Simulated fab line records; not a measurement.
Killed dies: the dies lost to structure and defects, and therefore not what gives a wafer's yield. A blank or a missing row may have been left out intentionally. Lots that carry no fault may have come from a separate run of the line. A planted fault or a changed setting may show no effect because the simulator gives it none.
A struck lot beside a sound one ; flow sky130 ; 15 out of 708 route steps
Sound: the wafers L930.2, L930.4, L930.6. The struck wafers were L934.1, L934.2, L934.4. The cause is given at the end.
For every step that has rows: the tool of each side, followed by ch and its chambers, followed by its first start. Under that, the readings that differ: sound wafers ; struck wafers ; difference of the means ; sigmas: that difference in standard deviations of wafers without a fault.
alike: a reading whose means differ by less than 2 such deviations, as well as words and numbers matching on both sides. not compared: withheld readings; readings where some wafer has no value; bounds like >300 that might hide an equal value; numbers whose values overlap and for which the record gives no deviation.
Wherever a step has rows on one side only, a row that says differs or no value, or a row with sigmas, the two part there. Numbers that don't overlap but have no deviation are shown without sigmas and don't part them. Lack of a reading on every wafer of one side parts them only where that side has two or more wafers.

SKY_NWELL_RS_MEAS_29: measurement is done with a four-point probe.
  sound: film-metro-04 at day 6 00:38; struck: film-metro-01 at day 7 01:44
  alike: NWELL_RS
SKY_NWELL_RS_MEAS_31: measurement is done with a four-point probe.
  sound: film-metro-04 at day 6 00:53; struck: film-metro-01 at day 7 01:58
  alike: PWDE_RS
then, 7 steps without rows for these wafers: SKY_VT_ADJUST_HVTP_DEHYDRATE_00 (time 60 s); SKY_VT_ADJUST_HVTP_HMDS_01 (prime time 60 s); SKY_VT_ADJUST_HVTP_COAT_02 (resist thk 1140 nm); SKY_VT_ADJUST_HVTP_SOFTBAKE_03 (time 60 s); SKY_VT_ADJUST_HVTP_EXPOSE_04 (exposes mask HVTPM, target cd 380 nm); SKY_VT_ADJUST_HVTP_PEB_05; SKY_VT_ADJUST_HVTP_DEVELOP_06 (develop time 60 s).
SKY_VT_ADJUST_HVTP_CD_MEAS_07: target cd 380 nm.
  sound: cd-sem-01 at day 6 19:36; struck: cd-sem-01 at day 7 21:41
  alike: cd-nm
SKY_VT_ADJUST_HVTP_OVL_MEAS_08:
  sound: overlay-02 at day 6 19:42; struck: overlay-02 at day 7 21:49
  alike: VT_ADJUST_HVTP_OVL
SKY_VT_ADJUST_HVTP_IMPLANT_09:
  sound on implanter-04 ch 0, day 6 19:46; struck on implanter-04 ch 0, day 7 21:51
reading;sound;struck;difference;sigmas
dose-ions-cm2;4.297e+12 4.295e+12 4.305e+12;6.143e+12 6.147e+12 6.143e+12;+1.845e+12;+99 or more
faraday-current-uA;23.8 23.5 24.0;35.2 33.8 35.1;+10.9;+24
  alike: beam-on-s
SKY_VT_ADJUST_HVTP_STRIP_10: strips in O2/N2.
  sound on plasma-asher-01 ch 0,1, day 6 19:53; struck on plasma-asher-01 ch 0,1, day 7 22:00
  alike: chamber-pressure-mTorr, drypump-motor-current-A, oes-product-au, strip-time-to-endpoint-s
  not compared: rf-hours-counter-h
SKY_VT_ADJUST_HVTP_TW_MEAS_11:
  sound: film-metro-04 at day 6 19:59; struck: film-metro-04 at day 7 22:19
reading;sound;struck;difference;sigmas
VT_ADJUST_HVTP_TW;1353 1361 1357;1523 1519 1533;+168;+20
  not compared: hold
-- record jumps: 40 days separate the struck wafers' starts on either side; left off in module VT_ADJUST_HVTP, taken up again in module PAD_OPEN, whose first shown step is the route's number 708 --
SKY_PAD_OPEN_PROBE_99:
  sound: prober-01 at day 46 11:36; struck: prober-01 at day 47 14:19
reading;sound;struck;difference;sigmas
hold;- - -;await-dispo/4.8h/scrap await-dispo/4.8h/scrap await-dispo/4.8h/scrap;no value on the sound wafers;
model.etest.tip-p.rs-ohm-sq;6873 6957 6912;7895 7924 7913;+997;
model.etest.pfet_01v8.r-on-ohm-um;2900 2904 2882;3263 3276 3337;+397;
model.etest.pfet_01v8.drive-ua-um;191.5 190.8 195.7;155.6 152.9 150.6;-39.6;
model.etest.pfet_01v8_mvt.drive-ua-um;151.6 151 152.1;117.5 116.2 115.6;-35.1;
model.etest.pfet_01v8_hvt.drive-ua-um;141.9 141.7 145.7;119.1 117.2 116.3;-25.6;
model.etest.sram-pfet-latch.drive-ua-um;145 140.2 141.6;122.2 117.3 118.7;-22.9;
model.etest.ring_1v8.delay-ps;21.18 21.29 20.92;24.28 24.76 25.22;+3.62;
model.etest.pfet_01v8.off-log10-a-um;-9.892 -9.82 -9.934;-12.61 -12.6 -12.91;-2.82;
  alike: killed_at_M0_to_M3, killed_at_M4_up, killed-at-contacts, killed-at-front-end, killed-at-other, killed-dies, killed-open, killed-short

WHERE THEY PART
Last at SKY_PAD_OPEN_PROBE_99 as far as this record goes, first at SKY_VT_ADJUST_HVTP_IMPLANT_09.

WHY: whatever the simulator had introduced
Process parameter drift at SKY_VT_ADJUST_HVTP_IMPLANT_09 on implanter-04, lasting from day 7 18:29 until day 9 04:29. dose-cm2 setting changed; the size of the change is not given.
